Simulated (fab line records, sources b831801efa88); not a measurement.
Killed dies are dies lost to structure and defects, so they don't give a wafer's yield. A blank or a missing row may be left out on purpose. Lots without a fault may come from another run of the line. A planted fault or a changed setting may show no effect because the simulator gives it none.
fab line records | flow sky130
record lots=6 wafers=18 last_day=50
route steps=708 shown LDD_HVN@274 LDD_HVP@278 LDD_LDN@289 PAD_OPEN@708
lots that met no fault: from a run of the same line without faults
start_h: hours from the record's first day to the start of the lot's first wafer shown | wait_h: hours since the lot's step before | " the same as in the row above | L1.1+2: a row that stands for several wafers | - no value, or no start given | * or withheld: withheld | < > ~ a bound
route shown NAME@n: a module of which the file shows steps, and the number in the route of the first | usual: mean/standard deviation of fault-free wafers | same: alike in all rows | chamber/n: place in a boat | sites: the reading at each site | _std_site: their standard deviation | _edge_site: outer sites' mean less inner sites' | radius_mm: how far each site lies from the wafer's centre | mask NAME#n: copy n | behind: the tool/chamber that last shaped the wafer | hold: why the lot was held/for how many hours/how that ended | device: the transistor (n, p or np) that didn't switch | end of line: the same wafers' tests at the end of the route | a step without rows: its recipe alone | killed: dies lost to structure and defects at the first sort, not the wafer's yield | map: a wafer's dies, x killed, . not, _ none there
set.NAME: the setting as run; set.NAME@STEP: as run at that earlier step | model.NAME: the simulator's own value behind a step, which no gauge read
lots at some steps of the route; a table a step, a row a wafer
services: from which hour (start_h, from the record's first day; less than 0 if before it) a tool's chamber was out of use, for how many hours, and why
## steps
# step SKY_LDD_HVN_OVL_MEAS_07
# usual LDD_HVN_OVL=0.8/1.6
# columns lot.wafer tool chamber start_h wait_h LDD_HVN_OVL[nm]
L303.2 overlay-02 - 479.70 0.1 -0.8
L303.4 " - " " 0.5
L303.5 " - " " 2.8
L306.2 overlay-02 - 522.90 0.1 -0.2
L306.3 " - " " 2.1
L306.4 " - " " 2.5
L313.1 overlay-01 - 578.44 0.1 -1.4
L313.2 " - " " 1.0
L313.5 " - " " 0.5
L314.2 overlay-02 - 581.19 0.1 4.4
L314.3 " - " " 5.1
L314.5 " - " " 3.5
L319.2 overlay-01 - 622.50 0.1 1.1
L319.3 " - " " 0.7
L319.4 " - " " 1.0
L322.2 overlay-01 - 650.50 0.1 0.2
L322.4 " - " " -0.4
L322.5 " - " " 2.5
# step SKY_LDD_HVN_IMPLANT_08
# recipe species=P energy_kev=60 dose_cm2=3e+13 tilt_deg=40
# step SKY_LDD_HVN_STRIP_09
# recipe chemistry=O2/N2 power_w=1400 pressure_mtorr=1500 platen_temp_c=withheld o2_flow_sccm=3000 n2_flow_sccm=300 overash_fraction=0.5
# usual drypump_motor_current_A=5.5/0.45 oes_product_au=0.409/0.0046 strip_time_to_endpoint_s=4.141/0.015
# columns lot.wafer tool chamber start_h wait_h drypump_motor_current_A oes_product_au rf_hours_counter_h strip_time_to_endpoint_s
L303.2 plasma_asher-03 1 479.88 0.1 5.5 0.398 79 4.140
L303.4 " 1 " " 5.5 0.409 - 4.141
L303.5 " 1 " " 5.5 0.401 - 4.148
L306.2 plasma_asher-04 0 523.08 0.1 5.3 0.411 9 4.142
L306.3 " 0 " " 5.3 0.397 - 4.137
L306.4 " 1 " " 5.6 0.408 - 4.166
L313.1 plasma_asher-02 1 578.62 0.1 6.2 0.409 81 4.141
L313.2 " 0 " " 6.0 0.407 81 4.133
L313.5 " 1 " " 6.1 0.408 - 4.147
L314.2 plasma_asher-03 1 581.37 0.1 5.5 0.402 89 4.157
L314.3 " 1 " " 5.5 0.404 - 4.152
L314.5 " 1 " " 5.5 0.411 - 4.145
L319.2 plasma_asher-03 1 622.68 0.1 5.5 0.415 93 4.132
L319.3 " 1 " " 5.5 0.406 - 4.148
L319.4 " 0 " " 4.8 0.408 - 4.142
L322.2 plasma_asher-04 1 650.68 0.1 5.6 0.405 22 4.163
L322.4 " 1 " " 5.6 0.415 - 4.154
L322.5 " 1 " " 5.6 0.407 - 4.163
# step SKY_LDD_HVN_TW_MEAS_10
# usual LDD_HVN_TW=1437/19
# columns lot.wafer tool chamber start_h wait_h LDD_HVN_TW
L303.2 film_metro-04 - 479.99 0.1 1442
L303.4 " - " " 1455
L303.5 " - " " 1452
L306.2 film_metro-04 - 523.19 0.1 1439
L306.3 " - " " 1447
L306.4 " - " " 1450
L313.1 film_metro-02 - 578.72 0.1 1398
L313.2 " - " " 1408
L313.5 " - " " 1414
L314.2 film_metro-02 - 581.48 0.1 1414
L314.3 " - " " 1412
L314.5 " - " " 1411
L319.2 film_metro-03 - 622.79 0.1 1440
L319.3 " - " " 1434
L319.4 " - " " 1438
L322.2 film_metro-04 - 650.79 0.1 1448
L322.4 " - " " 1457
L322.5 " - " " 1450
# step SKY_LDD_HVP_DEHYDRATE_00
# recipe temp_c=200 time_s=60
# step SKY_LDD_HVP_HMDS_01
# recipe prime_time_s=60 prime_temp_c=120
# step SKY_LDD_HVP_COAT_02
# recipe resist=NOVOLAK spin_rpm=3000 resist_thk_nm=300
# step SKY_LDD_HVP_SOFTBAKE_03
# recipe temp_c=90 time_s=60 resist=NOVOLAK
# step SKY_LDD_HVP_EXPOSE_04
# recipe mask_id=HVPTM na=0.6 source_shape=conventional sigma_outer=0.6 polarization=unpolarized target_cd_nm=700 dose_mj=86
# step SKY_LDD_HVP_PEB_05
# recipe temp_c=withheld time_s=* resist=NOVOLAK
# step SKY_LDD_HVP_DEVELOP_06
# recipe resist=NOVOLAK developer=TMAH develop_time_s=60 dev_temp_c=23
# step SKY_LDD_HVP_OVL_MEAS_07
# usual LDD_HVP_OVL=-0.1/1.5
# columns lot.wafer tool chamber start_h wait_h LDD_HVP_OVL[nm]
L303.2 overlay-02 - 510.46 0.1 -1.7
L303.4 " - " " -1.7
L303.5 " - " " -1.4
L306.2 overlay-01 - 552.94 0.1 -0.1
L306.3 " - " " -2.2
L306.4 " - " " 1.1
L313.1 overlay-02 - 607.60 0.1 0.6
L313.2 " - " " -1.7
L313.5 " - " " -1.5
L314.2 overlay-02 - 610.59 0.1 2.5
L314.3 " - " " 3.1
L314.5 " - " " 0.8
L319.2 overlay-01 - 648.80 0.1 -0.5
L319.3 " - " " 0.2
L319.4 " - " " -0.4
L322.2 overlay-02 - 679.19 0.1 -1.1
L322.4 " - " " 1.5
L322.5 " - " " -0.3
# step SKY_LDD_HVP_IMPLANT_08
# recipe species=B energy_kev=20 dose_cm2=1.7e+13 tilt_deg=17.9
# usual beam_energy_keV=20.001/0.0062 beam_on_s=9.97/0.22
# columns lot.wafer tool chamber start_h wait_h beam_energy_keV beam_on_s model.implant.rp_nm model.implant.drp_nm
L303.2 implanter-04 0 510.52 0.0 19.994 9.80 62.73 28.53
L303.4 " 0 " " 20.004 9.98 62.73 28.53
L303.5 " 0 " " 19.995 10.11 62.73 28.53
L306.2 implanter-03 0 553.00 0.0 20.005 9.97 62.79 28.53
L306.3 " 0 " " 20.008 10.27 62.79 28.53
L306.4 " 0 " " 20.004 9.75 62.79 28.53
L313.1 implanter-04 0 607.63 0.0 22.656 10.33 71.71 32.02
L313.2 " 0 " " 22.655 10.06 71.71 32.02
L313.5 " 0 " " 22.656 9.93 71.71 32.02
L314.2 implanter-04 0 610.65 0.0 22.653 10.09 72.82 32.02
L314.3 " 0 " " 22.637 9.94 72.82 32.02
L314.5 " 0 " " 22.650 9.45 72.82 32.02
L319.2 implanter-02 0 648.86 0.0 20.006 10.20 61.37 28.53
L319.3 " 0 " " 19.997 9.91 61.37 28.53
L319.4 " 0 " " 20.002 9.82 61.37 28.53
L322.2 implanter-02 0 679.25 0.0 20.006 10.15 61.24 28.53
L322.4 " 0 " " 19.996 10.13 61.24 28.53
L322.5 " 0 " " 19.988 9.55 61.24 28.53
# step SKY_LDD_HVP_STRIP_09
# recipe chemistry=O2/N2 power_w=1400 pressure_mtorr=1500 platen_temp_c=withheld o2_flow_sccm=3000 n2_flow_sccm=300 overash_fraction=0.5
# usual drypump_motor_current_A=5.6/0.4 oes_product_au=0.408/0.0047 strip_time_to_endpoint_s=4.136/0.013
# columns lot.wafer tool chamber start_h wait_h drypump_motor_current_A oes_product_au rf_hours_counter_h strip_time_to_endpoint_s
L303.2 plasma_asher-01 1 510.64 0.1 5.2 0.411 35 4.168
L303.4 " 0 " " 5.5 0.411 - 4.122
L303.5 " 1 " " 5.2 0.402 - 4.161
L306.2 plasma_asher-02 1 553.12 0.1 6.2 0.406 78 4.156
L306.3 " 0 " " 6.0 0.405 - 4.140
L306.4 " 1 " " 6.2 0.406 - 4.141
L313.1 plasma_asher-01 1 607.78 0.1 5.2 0.410 44 4.158
L313.2 " 0 " " 5.5 0.406 44 4.129
L313.5 " 1 " " 5.2 0.409 - 4.147
L314.2 plasma_asher-01 1 610.77 0.1 5.2 0.409 44 4.129
L314.3 " 0 " " 5.5 0.410 - 4.127
L314.5 " 0 " " 5.5 0.394 - 4.119
L319.2 plasma_asher-01 0 648.98 0.1 5.5 0.408 48 4.160
L319.3 " 1 " " 5.2 0.405 - 4.138
L319.4 " 0 " " 5.5 0.414 - 4.156
L322.2 plasma_asher-02 0 679.37 0.1 6.0 0.416 90 4.121
L322.4 " 0 " " 6.0 0.412 - 4.166
L322.5 " 1 " " 6.1 0.403 - 4.146
# step SKY_LDD_HVP_TW_MEAS_10
# usual LDD_HVP_TW=458.6/2.4
# columns lot.wafer tool chamber start_h wait_h LDD_HVP_TW
L303.2 film_metro-03 - 510.75 0.1 460.4
L303.4 " - " " 460.6
L303.5 " - " " 458.3
L306.2 film_metro-03 - 553.23 0.1 459.2
L306.3 " - " " 460.2
L306.4 " - " " 459.3
L313.1 film_metro-03 - 607.88 0.1 467.4
L313.2 " - " " 469.4
L313.5 " - " " 468.6
L314.2 film_metro-04 - 610.88 0.1 473.0
L314.3 " - " " 472.7
L314.5 " - " " 472.2
L319.2 film_metro-03 - 649.09 0.1 459.9
L319.3 " - " " 458.8
L319.4 " - " " 458.1
L322.2 film_metro-04 - 679.48 0.1 460.6
L322.4 " - " " 461.2
L322.5 " - " " 463.0
# step SKY_LDD_LDN_DEHYDRATE_00
# recipe temp_c=200 time_s=60
# step SKY_PAD_OPEN_PROBE_99
# usual killed_at_M0_to_M3=44/7.5 killed_at_M4_up=3.3/1.8 killed_at_contacts=25/5.9 killed_at_front_end=16/4.7 killed_at_other=0.3/0.52 killed_dies=89/9.9 killed_open=49/7.8 killed_short=40/5.8
# same gross_dies=492 killed_at_back_side=0
# columns lot.wafer tool chamber start_h wait_h killed_at_M0_to_M3 killed_at_M4_up killed_at_contacts killed_at_front_end killed_at_other killed_dies killed_open killed_short model.etest.tip_p_5v.rs_ohm_sq model.etest.pfet_g5v0d10v5.off_log10_a_um
L303.2 prober-01 - 1083.43 0.1 51 3 24 14 0 92 45 46 2858 -12.57
L303.4 prober-01 - 1083.53 0.2 47 5 26 18 0 96 61 35 2855 -12.64
L303.5 prober-01 - 1083.58 0.2 42 5 24 11 0 82 48 34 2876 -12.36
L306.2 prober-02 - 1116.12 0.1 44 3 20 10 0 77 41 34 2882 -12.66
L306.3 prober-02 - 1116.17 0.2 66 2 22 12 0 102 55 47 2869 -12.85
L306.4 prober-02 - 1116.22 0.2 48 3 21 10 1 83 47 36 2872 -12.96
L313.1 prober-01 - 1157.38 0.1 46 4 35 17 1 103 56 46 2731 -11.92
L313.2 prober-01 - 1157.43 0.1 34 2 19 13 0 68 40 28 2747 -11.63
L313.5 prober-01 - 1157.58 0.2 51 1 29 16 0 97 51 46 2748 -11.98
L314.2 prober-02 - 1158.00 0.1 42 2 26 14 1 85 42 43 2789 -12.06
L314.3 prober-02 - 1158.05 0.2 31 3 24 16 1 75 36 39 2779 -12.36
L314.5 prober-02 - 1158.15 0.2 40 1 22 17 0 80 39 41 2801 -12.3
L319.2 prober-01 - 1176.69 0.1 45 4 17 11 1 78 45 33 2841 -12.4
L319.3 prober-01 - 1176.74 0.2 50 2 27 9 0 88 47 41 2880 -12.44
L319.4 prober-01 - 1176.79 0.2 41 3 30 17 0 91 50 41 2845 -12.4
L322.2 prober-02 - 1195.41 0.1 43 5 20 10 0 78 45 33 2894 -12.67
L322.4 prober-02 - 1195.51 0.2 58 3 24 17 0 102 48 54 2858 -12.66
L322.5 prober-02 - 1195.56 0.2 47 4 16 18 0 85 55 30 2863 -12.62
# killed by level:class
L303.2 VIA3:geometric_particle:open=13 VIA1:geometric_particle:open=12 CONTACT:geometric_particle:short=11 VIA1:geometric_particle:short=6 FIELD_ISO:geometric_particle:short=5 CONTACT:geometric_particle:open=5 LI_CONTACT:geometric_particle:open=4 LOCAL_INTERCONNECT:geometric_particle:short=4
L303.4 VIA1:geometric_particle:open=12 CONTACT:geometric_particle:open=12 VIA3:geometric_particle:open=9 FIELD_ISO:geometric_particle:open=7 LI_CONTACT:geometric_particle:open=6 VIA2:geometric_particle:open=6 METAL1:geometric_particle:short=5 CONTACT:geometric_particle:short=4
L303.5 VIA1:geometric_particle:open=14 LI_CONTACT:geometric_particle:open=9 CONTACT:geometric_particle:open=7 VIA1:geometric_particle:short=6 VIA3:geometric_particle:open=5 CONTACT:geometric_particle:short=4 VIA2:geometric_particle:open=4 FIELD_ISO:geometric_particle:short=3
L306.2 VIA1:geometric_particle:open=12 LI_CONTACT:geometric_particle:open=7 VIA2:geometric_particle:open=6 VIA3:geometric_particle:open=6 LOCAL_INTERCONNECT:geometric_particle:short=5 VIA3:geometric_particle:short=5 METAL1:geometric_particle:short=4 POLY_GATE:geometric_particle:short=3
L306.3 VIA2:geometric_particle:open=11 VIA1:geometric_particle:open=10 VIA3:geometric_particle:open=9 METAL2:geometric_particle:short=9 LI_CONTACT:geometric_particle:open=8 METAL3:geometric_particle:short=7 CONTACT:geometric_particle:open=7 METAL1:geometric_particle:short=6
L306.4 VIA1:geometric_particle:open=14 VIA2:geometric_particle:open=10 CONTACT:geometric_particle:open=8 CONTACT:geometric_particle:short=6 POLY_GATE:geometric_particle:short=5 VIA1:geometric_particle:short=5 METAL2:geometric_particle:short=4 VIA3:geometric_particle:short=4
L313.1 CONTACT:geometric_particle:open=15 LI_CONTACT:geometric_particle:open=8 VIA1:geometric_particle:open=8 VIA3:geometric_particle:open=7 METAL2:geometric_particle:short=7 VIA3:geometric_particle:short=7 FIELD_ISO:geometric_particle:open=6 CONTACT:geometric_particle:short=6
L313.2 VIA1:geometric_particle:open=10 METAL2:geometric_particle:short=7 CONTACT:geometric_particle:open=6 VIA3:geometric_particle:open=6 FIELD_ISO:geometric_particle:short=5 LOCAL_INTERCONNECT:geometric_particle:short=4 FIELD_ISO:geometric_particle:open=3 CONTACT:geometric_particle:short=3
L313.5 VIA1:geometric_particle:open=12 CONTACT:geometric_particle:open=10 LI_CONTACT:geometric_particle:open=7 CONTACT:geometric_particle:short=7 METAL1:geometric_particle:short=7 FIELD_ISO:geometric_particle:open=6 METAL2:geometric_particle:short=6 FIELD_ISO:geometric_particle:short=5
L314.2 CONTACT:geometric_particle:open=12 METAL2:geometric_particle:short=9 VIA1:geometric_particle:open=6 METAL3:geometric_particle:short=6 VIA3:geometric_particle:open=6 LI_CONTACT:geometric_particle:open=5 CONTACT:geometric_particle:short=5 METAL1:geometric_particle:short=4
L314.3 CONTACT:geometric_particle:open=7 LOCAL_INTERCONNECT:geometric_particle:short=6 VIA1:geometric_particle:open=6 VIA3:geometric_particle:open=6 FIELD_ISO:geometric_particle:short=5 LI_CONTACT:geometric_particle:open=5 VIA3:geometric_particle:short=5 FIELD_ISO:geometric_particle:open=4
L314.5 LI_CONTACT:geometric_particle:open=9 VIA1:geometric_particle:open=7 METAL1:geometric_particle:short=7 LOCAL_INTERCONNECT:geometric_particle:short=6 VIA1:geometric_particle:short=6 VIA2:geometric_particle:open=6 FIELD_ISO:geometric_particle:short=5 METAL3:geometric_particle:short=5
L319.2 VIA1:geometric_particle:open=15 CONTACT:geometric_particle:open=8 METAL1:geometric_particle:short=6 METAL2:geometric_particle:short=6 VIA1:geometric_particle:short=5 FIELD_ISO:geometric_particle:short=3 FIELD_ISO:geometric_particle:open=3 LI_CONTACT:geometric_particle:open=3
L319.3 LI_CONTACT:geometric_particle:open=11 VIA1:geometric_particle:open=10 VIA1:geometric_particle:short=10 LOCAL_INTERCONNECT:geometric_particle:short=7 CONTACT:geometric_particle:open=6 METAL1:geometric_particle:short=6 VIA3:geometric_particle:open=6 VIA2:geometric_particle:open=6
L319.4 CONTACT:geometric_particle:open=11 VIA1:geometric_particle:open=11 LI_CONTACT:geometric_particle:open=9 POLY_GATE:geometric_particle:short=7 METAL2:geometric_particle:short=7 LOCAL_INTERCONNECT:geometric_particle:short=6 VIA2:geometric_particle:open=6 FIELD_ISO:geometric_particle:short=4
L322.2 VIA1:geometric_particle:open=12 CONTACT:geometric_particle:open=9 VIA1:geometric_particle:short=8 VIA2:geometric_particle:open=7 VIA3:geometric_particle:short=5 POLY_GATE:geometric_particle:open=4 LOCAL_INTERCONNECT:geometric_particle:short=4 METAL1:geometric_particle:short=4
L322.4 VIA1:geometric_particle:short=12 VIA2:geometric_particle:open=11 VIA1:geometric_particle:open=10 METAL1:geometric_particle:short=9 CONTACT:geometric_particle:open=8 POLY_GATE:geometric_particle:open=7 CONTACT:geometric_particle:short=7 METAL2:geometric_particle:short=6
L322.5 VIA1:geometric_particle:open=15 VIA2:geometric_particle:open=8 VIA3:geometric_particle:open=6 LI_CONTACT:geometric_particle:open=5 CONTACT:geometric_particle:open=5 FIELD_ISO:geometric_particle:open=4 POLY_GATE:geometric_particle:open=4 POLY_GATE:geometric_particle:short=4
## services
# columns tool chamber start_h hours kind
plasma_asher-03 - 463.72 1.2 repair
implanter-04 - 495.42 5.6 repair
plasma_asher-01 - 535.73 6.1 repair
plasma_asher-01 - 559.72 3.9 repair
plasma_asher-02 - 582.04 4.4 repair
implanter-04 - 591.74 7.8 pm
implanter-04 - 624.28 4.2 pm
implanter-04 - 646.66 6.2 pm
## key
first_sign step=SKY_LDD_HVP_IMPLANT_08 reading=beam_energy_keV direction=up sigmas=99+ usual=* struck=*
effect step=SKY_LDD_HVP_TW_MEAS_10 reading=LDD_HVP_TW direction=up sigmas=5 usual=458.6 struck=470.5
model_effect step=SKY_LDD_HVP_IMPLANT_08 value=implant.rp_nm without=63.91 struck=72.27
model_effect step=SKY_PAD_OPEN_PROBE_99 value=etest.tip_p_5v.rs_ohm_sq without=2831 struck=2766
met_at SKY_LDD_HVP_IMPLANT_08
struck_wafers L313.1,L313.2,L313.5,L314.2,L314.3,L314.5
tester_left_out L313,L314
onset_between 510.52 607.63
fault kind=process_parameter_drift tool=implanter-04 chamber=- onset_h=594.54 steps=SKY_LDD_HVP_IMPLANT_08 channel=energy_kev offset=* shape=step end_h=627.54 acts_in=* stated=*
# tester_left_out: of these lots the tester's yield and bins aren't shown, on N5 and GAA mostly nor the transistor test; their killed dies are dies lost to structure and defects alone, not to doping, threshold or leakage, so they don't give the yield
